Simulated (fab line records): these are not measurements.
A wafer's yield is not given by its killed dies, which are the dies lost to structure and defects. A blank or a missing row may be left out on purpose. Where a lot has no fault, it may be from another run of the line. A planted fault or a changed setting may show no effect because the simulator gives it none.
Which tool was responsible? || flow gf180mcu || 24 lots, 72 wafers sampled, at 6 steps of a route of 602

== WHAT THE GAUGES READ, wafer by wafer ==
GF_STI_THK_MEAS_30.
{"lot": "L074", "measured": "day 2 08:58", "on": "film-metro-02", "STI_OXIDATION_02_THK (nm)": "9.74 9.71 9.85"}
{"lot": "L075", "measured": "day 2 11:13", "on": "film-metro-03", "STI_OXIDATION_02_THK (nm)": "9.99 9.99 9.95"}
{"lot": "L076", "measured": "day 2 16:23", "on": "film-metro-03", "STI_OXIDATION_02_THK (nm)": "10.03 9.97 10.06"}
{"lot": "L077", "measured": "day 2 21:14", "on": "film-metro-03", "STI_OXIDATION_02_THK (nm)": "9.74 9.83 9.79"}
{"lot": "L078", "measured": "day 3 02:09", "on": "film-metro-03", "STI_OXIDATION_02_THK (nm)": "9.90 9.91 9.92"}
{"lot": "L079", "measured": "day 3 08:35", "on": "film-metro-02", "STI_OXIDATION_02_THK (nm)": "10.11 10.31 10.21"}
{"lot": "L080", "measured": "day 3 12:24", "on": "film-metro-04", "STI_OXIDATION_02_THK (nm)": "10.37 10.27 10.17"}
{"lot": "L081", "measured": "day 3 17:32", "on": "film-metro-02", "STI_OXIDATION_02_THK (nm)": "9.67 9.68 9.71"}
{"lot": "L082", "measured": "day 4 01:13", "on": "film-metro-02", "STI_OXIDATION_02_THK (nm)": "9.82 9.87 9.75"}
{"lot": "L083", "measured": "day 4 09:46", "on": "film-metro-04", "STI_OXIDATION_02_THK (nm)": "9.93 9.93 10.02"}
{"lot": "L084", "measured": "day 4 15:33", "on": "film-metro-03", "STI_OXIDATION_02_THK (nm)": "10.09 9.90 10.35"}
{"lot": "L085", "measured": "day 4 18:30", "on": "film-metro-02", "STI_OXIDATION_02_THK (nm)": "10.24 10.12 10.18"}
{"lot": "L086", "measured": "day 4 21:29", "on": "film-metro-04", "STI_OXIDATION_02_THK (nm)": "10.19 10.14 10.26"}
{"lot": "L087", "measured": "day 5 02:20", "on": "film-metro-03", "STI_OXIDATION_02_THK (nm)": "10.09 10.00 10.13"}
{"lot": "L088", "measured": "day 5 07:59", "on": "film-metro-02", "STI_OXIDATION_02_THK (nm)": "10.18 10.02 10.09"}
{"lot": "L089", "measured": "day 5 14:29", "on": "film-metro-03", "STI_OXIDATION_02_THK (nm)": "10.04 10.01 9.95"}
{"lot": "L091", "measured": "day 5 22:49", "on": "film-metro-03", "STI_OXIDATION_02_THK (nm)": "9.97 9.88 9.87"}
{"lot": "L090", "measured": "day 5 22:50", "on": "film-metro-04", "STI_OXIDATION_02_THK (nm)": "10.05 9.93 10.04"}
{"lot": "L092", "measured": "day 6 02:53", "on": "film-metro-03", "STI_OXIDATION_02_THK (nm)": "9.81 9.71 9.71"}
{"lot": "L093", "measured": "day 6 07:31", "on": "film-metro-02", "STI_OXIDATION_02_THK (nm)": "10.16 10.07 10.24"}
{"lot": "L094", "measured": "day 6 13:45", "on": "film-metro-03", "STI_OXIDATION_02_THK (nm)": "10.28 10.21 10.21"}
{"lot": "L095", "measured": "day 6 20:08", "on": "film-metro-03", "STI_OXIDATION_02_THK (nm)": "10.20 10.18 10.10"}
{"lot": "L096", "measured": "day 7 00:50", "on": "film-metro-04", "STI_OXIDATION_02_THK (nm)": "9.56 9.50 9.46"}
{"lot": "L097", "measured": "day 7 07:31", "on": "film-metro-04", "STI_OXIDATION_02_THK (nm)": "10.00 9.99 10.09"}

GF_VT_IMPLANT_RS_MEAS_46: measurement is done with a four-point probe.
{"lot": "L074", "measured": "day 7 14:28", "on": "film-metro-04", "MVSD_RS (ohm/sq)": "456.1 458.8 457.7"}
{"lot": "L075", "measured": "day 7 19:43", "on": "film-metro-04", "MVSD_RS (ohm/sq)": "457.6 457.7 456.8"}
{"lot": "L076", "measured": "day 8 00:04", "on": "film-metro-03", "MVSD_RS (ohm/sq)": "456.3 454.9 456.3"}
{"lot": "L077", "measured": "day 8 06:11", "on": "film-metro-03", "MVSD_RS (ohm/sq)": "456.1 456.3 456.3"}
{"lot": "L078", "measured": "day 8 12:35", "on": "film-metro-04", "MVSD_RS (ohm/sq)": "456.4 456.7 456.7"}
{"lot": "L079", "measured": "day 8 21:12", "on": "film-metro-01", "MVSD_RS (ohm/sq)": "456.0 455.2 454.2"}
{"lot": "L080", "measured": "day 9 03:04", "on": "film-metro-01", "MVSD_RS (ohm/sq)": "455.6 455.9 456.3"}
{"lot": "L081", "measured": "day 9 10:54", "on": "film-metro-03", "MVSD_RS (ohm/sq)": "456.9 457.3 455.7"}
{"lot": "L082", "measured": "day 9 19:43", "on": "film-metro-03", "MVSD_RS (ohm/sq)": "456.1 457.8 457.4"}
{"lot": "L083", "measured": "day 10 05:46", "on": "film-metro-04", "MVSD_RS (ohm/sq)": "457.4 456.9 457.2"}
{"lot": "L084", "measured": "day 10 16:26", "on": "film-metro-03", "MVSD_RS (ohm/sq)": "456.1 456.3 456.6"}
{"lot": "L085", "measured": "day 10 20:31", "on": "film-metro-03", "MVSD_RS (ohm/sq)": "457.8 455.3 456.7"}
{"lot": "L086", "measured": "day 10 22:05", "on": "film-metro-01", "MVSD_RS (ohm/sq)": "454.4 455.0 455.6"}
{"lot": "L087", "measured": "day 11 07:13", "on": "film-metro-04", "MVSD_RS (ohm/sq)": "456.3 456.4 457.7"}
{"lot": "L088", "measured": "day 11 13:43", "on": "film-metro-04", "MVSD_RS (ohm/sq)": "457.6 457.9 457.1"}
{"lot": "L089", "measured": "day 11 19:55", "on": "film-metro-04", "MVSD_RS (ohm/sq)": "458.2 456.6 455.1"}
{"lot": "L091", "measured": "day 12 09:50", "on": "film-metro-01", "MVSD_RS (ohm/sq)": "454.1 455.9 456.9"}
{"lot": "L090", "measured": "day 12 10:10", "on": "film-metro-04", "MVSD_RS (ohm/sq)": "457.1 457.7 456.3"}
{"lot": "L092", "measured": "day 12 14:18", "on": "film-metro-04", "MVSD_RS (ohm/sq)": "459.0 458.5 457.3"}
{"lot": "L093", "measured": "day 12 20:31", "on": "film-metro-03", "MVSD_RS (ohm/sq)": "457.3 455.9 456.4"}
{"lot": "L094", "measured": "day 13 04:14", "on": "film-metro-04", "MVSD_RS (ohm/sq)": "454.9 455.5 455.7"}
{"lot": "L095", "measured": "day 13 12:22", "on": "film-metro-01", "MVSD_RS (ohm/sq)": "455.8 457.4 456.2"}
{"lot": "L096", "measured": "day 13 19:52", "on": "film-metro-03", "MVSD_RS (ohm/sq)": "455.5 456.3 455.6"}
{"lot": "L097", "measured": "day 14 05:20", "on": "film-metro-04", "MVSD_RS (ohm/sq)": "457.3 459.4 457.0"}

GF_HV_LDD_OVL_MEAS_32.
{"lot": "L074", "measured": "day 11 14:46", "on": "overlay-01", "HV_LDD_02_OVL (nm)": "3.9 2.3 4.0"}
{"lot": "L075", "measured": "day 11 19:34", "on": "overlay-02", "HV_LDD_02_OVL (nm)": "-0.9 -1.1 1.1"}
{"lot": "L076", "measured": "day 12 00:46", "on": "overlay-02", "HV_LDD_02_OVL (nm)": "3.0 0.0 0.6"}
{"lot": "L077", "measured": "day 12 06:52", "on": "overlay-02", "HV_LDD_02_OVL (nm)": "0.8 0.9 -0.4"}
{"lot": "L078", "measured": "day 12 16:26", "on": "overlay-01", "HV_LDD_02_OVL (nm)": "1.6 1.9 -0.1"}
{"lot": "L079", "measured": "day 13 02:07", "on": "overlay-01", "HV_LDD_02_OVL (nm)": "1.7 0.2 -0.2"}
{"lot": "L080", "measured": "day 13 11:14", "on": "overlay-01", "HV_LDD_02_OVL (nm)": "0.9 1.2 -0.2"}
{"lot": "L081", "measured": "day 13 14:47", "on": "overlay-01", "HV_LDD_02_OVL (nm)": "2.1 2.1 0.7"}
{"lot": "L082", "measured": "day 14 03:46", "on": "overlay-01", "HV_LDD_02_OVL (nm)": "1.1 1.3 1.0"}
{"lot": "L083", "measured": "day 14 18:32", "on": "overlay-01", "HV_LDD_02_OVL (nm)": "2.0 2.1 0.6"}
{"lot": "L084", "measured": "day 15 05:40", "on": "overlay-01", "HV_LDD_02_OVL (nm)": "1.9 0.9 -0.8"}
{"lot": "L085", "measured": "day 15 07:31", "on": "overlay-02", "HV_LDD_02_OVL (nm)": "0.8 -0.9 0.5"}
{"lot": "L086", "measured": "day 15 08:46", "on": "overlay-01", "HV_LDD_02_OVL (nm)": "2.5 3.3 0.0"}
{"lot": "L087", "measured": "day 15 20:02", "on": "overlay-01", "HV_LDD_02_OVL (nm)": "1.6 0.7 2.0"}
{"lot": "L088", "measured": "day 16 06:43", "on": "overlay-02", "HV_LDD_02_OVL (nm)": "-0.5 -0.7 -1.5"}
{"lot": "L089", "measured": "day 16 13:52", "on": "overlay-01", "HV_LDD_02_OVL (nm)": "1.4 0.5 2.0"}
{"lot": "L091", "measured": "day 17 02:32", "on": "overlay-01", "HV_LDD_02_OVL (nm)": "3.8 3.9 5.5"}
{"lot": "L090", "measured": "day 17 04:41", "on": "overlay-02", "HV_LDD_02_OVL (nm)": "0.5 0.6 0.2"}
{"lot": "L092", "measured": "day 17 08:40", "on": "overlay-01", "HV_LDD_02_OVL (nm)": "-1.9 1.3 0.5"}
{"lot": "L093", "measured": "day 17 19:43", "on": "overlay-01", "HV_LDD_02_OVL (nm)": "2.3 0.2 2.4"}
{"lot": "L094", "measured": "day 18 07:40", "on": "overlay-01", "HV_LDD_02_OVL (nm)": "2.5 1.0 2.0"}
{"lot": "L095", "measured": "day 18 17:12", "on": "overlay-02", "HV_LDD_02_OVL (nm)": "1.3 0.9 1.6"}
{"lot": "L096", "measured": "day 19 03:32", "on": "overlay-01", "HV_LDD_02_OVL (nm)": "4.1 3.3 1.9"}
{"lot": "L097", "measured": "day 19 13:31", "on": "overlay-01", "HV_LDD_02_OVL (nm)": "1.9 3.2 2.4"}

GF_PSD_RS_MEAS_15: measurement is done with a four-point probe.
{"lot": "L074", "measured": "day 14 07:35", "on": "film-metro-01", "PSD_RS (ohm/sq)": "108.44 108.43 108.35"}
{"lot": "L075", "measured": "day 14 15:50", "on": "film-metro-02", "PSD_RS (ohm/sq)": "108.44 108.62 108.39"}
{"lot": "L076", "measured": "day 14 21:20", "on": "film-metro-01", "PSD_RS (ohm/sq)": "108.37 108.22 108.37"}
{"lot": "L077", "measured": "day 15 01:22", "on": "film-metro-01", "PSD_RS (ohm/sq)": "108.71 108.18 108.66"}
{"lot": "L078", "measured": "day 15 14:24", "on": "film-metro-03", "PSD_RS (ohm/sq)": "108.87 108.31 108.46"}
{"lot": "L079", "measured": "day 15 22:16", "on": "film-metro-01", "PSD_RS (ohm/sq)": "108.50 108.38 108.51"}
{"lot": "L080", "measured": "day 16 06:35", "on": "film-metro-01", "PSD_RS (ohm/sq)": "108.51 109.03 108.65"}
{"lot": "L081", "measured": "day 16 09:32", "on": "film-metro-03", "PSD_RS (ohm/sq)": "109.24 108.90 108.46"}
{"lot": "L082", "measured": "day 16 23:35", "on": "film-metro-02", "PSD_RS (ohm/sq)": "108.64 108.85 108.43"}
{"lot": "L083", "measured": "day 17 16:11", "on": "film-metro-01", "PSD_RS (ohm/sq)": "108.47 108.49 108.35"}
{"lot": "L084", "measured": "day 18 04:08", "on": "film-metro-03", "PSD_RS (ohm/sq)": "108.90 108.97 109.27"}
{"lot": "L085", "measured": "day 18 06:20", "on": "film-metro-02", "PSD_RS (ohm/sq)": "108.27 108.11 108.35"}
{"lot": "L086", "measured": "day 18 07:41", "on": "film-metro-01", "PSD_RS (ohm/sq)": "108.25 108.58 108.25"}
{"lot": "L087", "measured": "day 18 20:53", "on": "film-metro-02", "PSD_RS (ohm/sq)": "108.55 108.51 108.50"}
{"lot": "L088", "measured": "day 19 08:13", "on": "film-metro-02", "PSD_RS (ohm/sq)": "108.76 108.48 108.27"}
{"lot": "L089", "measured": "day 19 17:34", "on": "film-metro-02", "PSD_RS (ohm/sq)": "108.53 108.98 108.45"}
{"lot": "L091", "measured": "day 20 05:28", "on": "film-metro-03", "PSD_RS (ohm/sq)": "108.77 108.23 108.62"}
{"lot": "L090", "measured": "day 20 07:47", "on": "film-metro-03", "PSD_RS (ohm/sq)": "109.07 108.96 108.74"}
{"lot": "L092", "measured": "day 20 15:04", "on": "film-metro-02", "PSD_RS (ohm/sq)": "109.04 108.78 108.83"}
{"lot": "L093", "measured": "day 21 01:40", "on": "film-metro-02", "PSD_RS (ohm/sq)": "108.48 108.32 108.06"}
{"lot": "L094", "measured": "day 21 12:56", "on": "film-metro-03", "PSD_RS (ohm/sq)": "108.88 109.13 108.79"}
{"lot": "L095", "measured": "day 21 21:28", "on": "film-metro-02", "PSD_RS (ohm/sq)": "109.06 109.04 108.65"}
{"lot": "L096", "measured": "day 22 07:44", "on": "film-metro-01", "PSD_RS (ohm/sq)": "108.09 108.38 108.09"}
{"lot": "L097", "measured": "day 22 16:32", "on": "film-metro-02", "PSD_RS (ohm/sq)": "108.68 108.55 108.87"}

GF_M4_THK_MEAS_06: measures by xrf.
{"lot": "L074", "measured": "day 22 11:05", "on": "film-metro-02", "M4_ALCU_THK (nm)": "452 456 453"}
{"lot": "L075", "measured": "day 22 19:52", "on": "film-metro-01", "M4_ALCU_THK (nm)": "456 451 452"}
{"lot": "L076", "measured": "day 22 23:58", "on": "film-metro-02", "M4_ALCU_THK (nm)": "456 457 461"}
{"lot": "L077", "measured": "day 23 06:53", "on": "film-metro-02", "M4_ALCU_THK (nm)": "456 461 459"}
{"lot": "L078", "measured": "day 23 20:11", "on": "film-metro-04", "M4_ALCU_THK (nm)": "449 459 449"}
{"lot": "L079", "measured": "day 24 05:03", "on": "film-metro-02", "M4_ALCU_THK (nm)": "460 463 459"}
{"lot": "L080", "measured": "day 24 13:29", "on": "film-metro-02", "M4_ALCU_THK (nm)": "459 456 458"}
{"lot": "L081", "measured": "day 24 17:05", "on": "film-metro-02", "M4_ALCU_THK (nm)": "446 447 451"}
{"lot": "L082", "measured": "day 25 05:25", "on": "film-metro-04", "M4_ALCU_THK (nm)": "453 450 450"}
{"lot": "L083", "measured": "day 25 22:17", "on": "film-metro-02", "M4_ALCU_THK (nm)": "449 453 450"}
{"lot": "L084", "measured": "day 26 07:05", "on": "film-metro-01", "M4_ALCU_THK (nm)": "447 446 446"}
{"lot": "L085", "measured": "day 26 09:25", "on": "film-metro-04", "M4_ALCU_THK (nm)": "456 454 453"}
{"lot": "L086", "measured": "day 26 10:41", "on": "film-metro-01", "M4_ALCU_THK (nm)": "454 445 448"}
{"lot": "L087", "measured": "day 26 21:46", "on": "film-metro-04", "M4_ALCU_THK (nm)": "447 448 449"}
{"lot": "L088", "measured": "day 27 08:53", "on": "film-metro-02", "M4_ALCU_THK (nm)": "457 455 460"}
{"lot": "L089", "measured": "day 27 16:38", "on": "film-metro-04", "M4_ALCU_THK (nm)": "450 447 448"}
{"lot": "L091", "measured": "day 28 00:01", "on": "film-metro-04", "M4_ALCU_THK (nm)": "453 457 460"}
{"lot": "L090", "measured": "day 28 04:31", "on": "film-metro-04", "M4_ALCU_THK (nm)": "451 449 451"}
{"lot": "L092", "measured": "day 28 08:28", "on": "film-metro-02", "M4_ALCU_THK (nm)": "452 452 458"}
{"lot": "L093", "measured": "day 28 16:47", "on": "film-metro-01", "M4_ALCU_THK (nm)": "457 451 455"}
{"lot": "L094", "measured": "day 29 02:27", "on": "film-metro-01", "M4_ALCU_THK (nm)": "453 451 449"}
{"lot": "L095", "measured": "day 29 08:50", "on": "film-metro-01", "M4_ALCU_THK (nm)": "460 454 455"}
{"lot": "L096", "measured": "day 29 15:26", "on": "film-metro-02", "M4_ALCU_THK (nm)": "463 455 458"}
{"lot": "L097", "measured": "day 29 23:34", "on": "film-metro-02", "M4_ALCU_THK (nm)": "452 448 444"}

== WHAT TOOL EACH LOT RAN ON (gives the tool, then ch and the chambers of the sampled wafers, and finally the start) ==
{"lot": "L074", "GF_V1_ETCH_16": "rie-diel-03 ch 0,1,2, day 18 03:43"}
{"lot": "L075", "GF_V1_ETCH_16": "rie-diel-04 ch 1,2, day 18 12:28"}
{"lot": "L076", "GF_V1_ETCH_16": "rie-diel-01 ch 1,2,3, day 18 17:28"}
{"lot": "L077", "GF_V1_ETCH_16": "rie-diel-01 ch 0,1,2, day 18 23:25"}
{"lot": "L078", "GF_V1_ETCH_16": "rie-diel-03 ch 1,2, day 19 14:49"}
{"lot": "L079", "GF_V1_ETCH_16": "rie-diel-04 ch 1,2,3, day 19 23:13"}
{"lot": "L080", "GF_V1_ETCH_16": "rie-diel-03 ch 1,2,3, day 20 07:44"}
{"lot": "L081", "GF_V1_ETCH_16": "rie-diel-04 ch 0,1,3, day 20 12:12"}
{"lot": "L082", "GF_V1_ETCH_16": "rie-diel-03 ch 0,1,2, day 21 03:24"}
{"lot": "L083", "GF_V1_ETCH_16": "rie-diel-01 ch 0,2,3, day 21 20:39"}
{"lot": "L084", "GF_V1_ETCH_16": "rie-diel-03 ch 0,3, day 22 07:30"}
{"lot": "L085", "GF_V1_ETCH_16": "rie-diel-03 ch 0,2,3, day 22 09:46"}
{"lot": "L086", "GF_V1_ETCH_16": "rie-diel-04 ch 0,2,3, day 22 14:30"}
{"lot": "L087", "GF_V1_ETCH_16": "rie-diel-01 ch 0,1,3, day 23 01:58"}
{"lot": "L088", "GF_V1_ETCH_16": "rie-diel-03 ch 0,2,3, day 23 11:51"}
{"lot": "L089", "GF_V1_ETCH_16": "rie-diel-01 ch 0,1,2, day 23 21:00"}
{"lot": "L091", "GF_V1_ETCH_16": "rie-diel-04 ch 0,1,3, day 24 07:07"}
{"lot": "L090", "GF_V1_ETCH_16": "rie-diel-04 ch 1,2,3, day 24 09:16"}
{"lot": "L092", "GF_V1_ETCH_16": "rie-diel-01 ch 0,1,3, day 24 16:09"}
{"lot": "L093", "GF_V1_ETCH_16": "rie-diel-03 ch 1,2,3, day 25 01:18"}
{"lot": "L094", "GF_V1_ETCH_16": "rie-diel-03 ch 0,1,3, day 25 10:40"}
{"lot": "L095", "GF_V1_ETCH_16": "rie-diel-01 ch 0,3, day 25 18:31"}
{"lot": "L096", "GF_V1_ETCH_16": "rie-diel-03 ch 0,1,3, day 26 02:16"}
{"lot": "L097", "GF_V1_ETCH_16": "rie-diel-04 ch 0,1,3, day 26 10:00"}
- GF_V1_ETCH_16: etches BARC in N2/H2.

== AS READ BY THE TOOLS THEMSELVES (means over the sampled wafers that have a number; for cases with no such wafer, the mark the record gives instead) ==
GF_V1_ETCH_16.
{"lot": "L074", "tool": "rie-diel-03", "drypump-motor-current-A (A)": 5.2, "oes-product-au (a.u.)": 0.854, "throttle-valve-pct (%)": 13.223}
{"lot": "L075", "tool": "rie-diel-04", "drypump-motor-current-A (A)": 5.7, "oes-product-au (a.u.)": 0.859, "throttle-valve-pct (%)": 13.232}
{"lot": "L076", "tool": "rie-diel-01", "drypump-motor-current-A (A)": 6.2, "oes-product-au (a.u.)": 0.849, "throttle-valve-pct (%)": 13.227}
{"lot": "L077", "tool": "rie-diel-01", "drypump-motor-current-A (A)": 6.0, "oes-product-au (a.u.)": 0.856, "throttle-valve-pct (%)": 13.222}
{"lot": "L078", "tool": "rie-diel-03", "drypump-motor-current-A (A)": 5.2, "oes-product-au (a.u.)": 0.858, "throttle-valve-pct (%)": 13.228}
{"lot": "L079", "tool": "rie-diel-04", "drypump-motor-current-A (A)": 5.6, "oes-product-au (a.u.)": 0.855, "throttle-valve-pct (%)": 13.219}
{"lot": "L080", "tool": "rie-diel-03", "drypump-motor-current-A (A)": 5.2, "oes-product-au (a.u.)": 0.856, "throttle-valve-pct (%)": 13.223}
{"lot": "L081", "tool": "rie-diel-04", "drypump-motor-current-A (A)": 5.5, "oes-product-au (a.u.)": 0.853, "throttle-valve-pct (%)": 13.230}
{"lot": "L082", "tool": "rie-diel-03", "drypump-motor-current-A (A)": 5.2, "oes-product-au (a.u.)": 0.854, "throttle-valve-pct (%)": 13.229}
{"lot": "L083", "tool": "rie-diel-01", "drypump-motor-current-A (A)": 6.2, "oes-product-au (a.u.)": 0.853, "throttle-valve-pct (%)": 13.226}
{"lot": "L084", "tool": "rie-diel-03", "drypump-motor-current-A (A)": 5.3, "oes-product-au (a.u.)": 0.855, "throttle-valve-pct (%)": 13.228}
{"lot": "L085", "tool": "rie-diel-03", "drypump-motor-current-A (A)": 5.3, "oes-product-au (a.u.)": 0.850, "throttle-valve-pct (%)": 13.235}
{"lot": "L086", "tool": "rie-diel-04", "drypump-motor-current-A (A)": 5.6, "oes-product-au (a.u.)": 0.861, "throttle-valve-pct (%)": 13.229}
{"lot": "L087", "tool": "rie-diel-01", "drypump-motor-current-A (A)": 6.1, "oes-product-au (a.u.)": 0.852, "throttle-valve-pct (%)": 13.230}
{"lot": "L088", "tool": "rie-diel-03", "drypump-motor-current-A (A)": 5.3, "oes-product-au (a.u.)": 0.852, "throttle-valve-pct (%)": 13.220}
{"lot": "L089", "tool": "rie-diel-01", "drypump-motor-current-A (A)": 6.0, "oes-product-au (a.u.)": 0.853, "throttle-valve-pct (%)": 13.223}
{"lot": "L091", "tool": "rie-diel-04", "drypump-motor-current-A (A)": 5.5, "oes-product-au (a.u.)": 0.857, "throttle-valve-pct (%)": 13.217}
{"lot": "L090", "tool": "rie-diel-04", "drypump-motor-current-A (A)": 5.6, "oes-product-au (a.u.)": 0.858, "throttle-valve-pct (%)": 13.223}
{"lot": "L092", "tool": "rie-diel-01", "drypump-motor-current-A (A)": 6.1, "oes-product-au (a.u.)": 0.853, "throttle-valve-pct (%)": 13.227}
{"lot": "L093", "tool": "rie-diel-03", "drypump-motor-current-A (A)": 5.2, "oes-product-au (a.u.)": 0.854, "throttle-valve-pct (%)": 13.220}
{"lot": "L094", "tool": "rie-diel-03", "drypump-motor-current-A (A)": 5.3, "oes-product-au (a.u.)": 0.857, "throttle-valve-pct (%)": 13.220}
{"lot": "L095", "tool": "rie-diel-01", "drypump-motor-current-A (A)": 6.0, "oes-product-au (a.u.)": 0.859, "throttle-valve-pct (%)": 13.227}
{"lot": "L096", "tool": "rie-diel-03", "drypump-motor-current-A (A)": 5.3, "oes-product-au (a.u.)": 0.855, "throttle-valve-pct (%)": 13.231}
{"lot": "L097", "tool": "rie-diel-04", "drypump-motor-current-A (A)": 5.5, "oes-product-au (a.u.)": 0.853, "throttle-valve-pct (%)": 13.226}

== THE ANSWER, worked out from the rows above alone ==
Rule: what is usual is taken from the lots themselves. Put in order of their means at a reading, lots are off if they are a third of the lots or fewer, leave a main group of 4 or more, and stand apart from it by a gap of 3 or more times the standard deviation of the main group's means; of several such gaps the widest counts. Not used: any main group whose means are identical at the precision the tables above print for the reading. A lot without any number at a reading at which 4 lots or more have one is off too. All remaining lots with rows at the step are treated as sound. After the gauges, taken in route order, come the tools' own readings; for these a lot's mean is taken, as printed above. The first step at which some lot is off is used, and at that step the reading that is off furthest; a lot without a number counts as furthest.
None of the lots is off at any reading shown; this tells nothing.

== WHAT THE SIMULATOR HAD INSERTED ==
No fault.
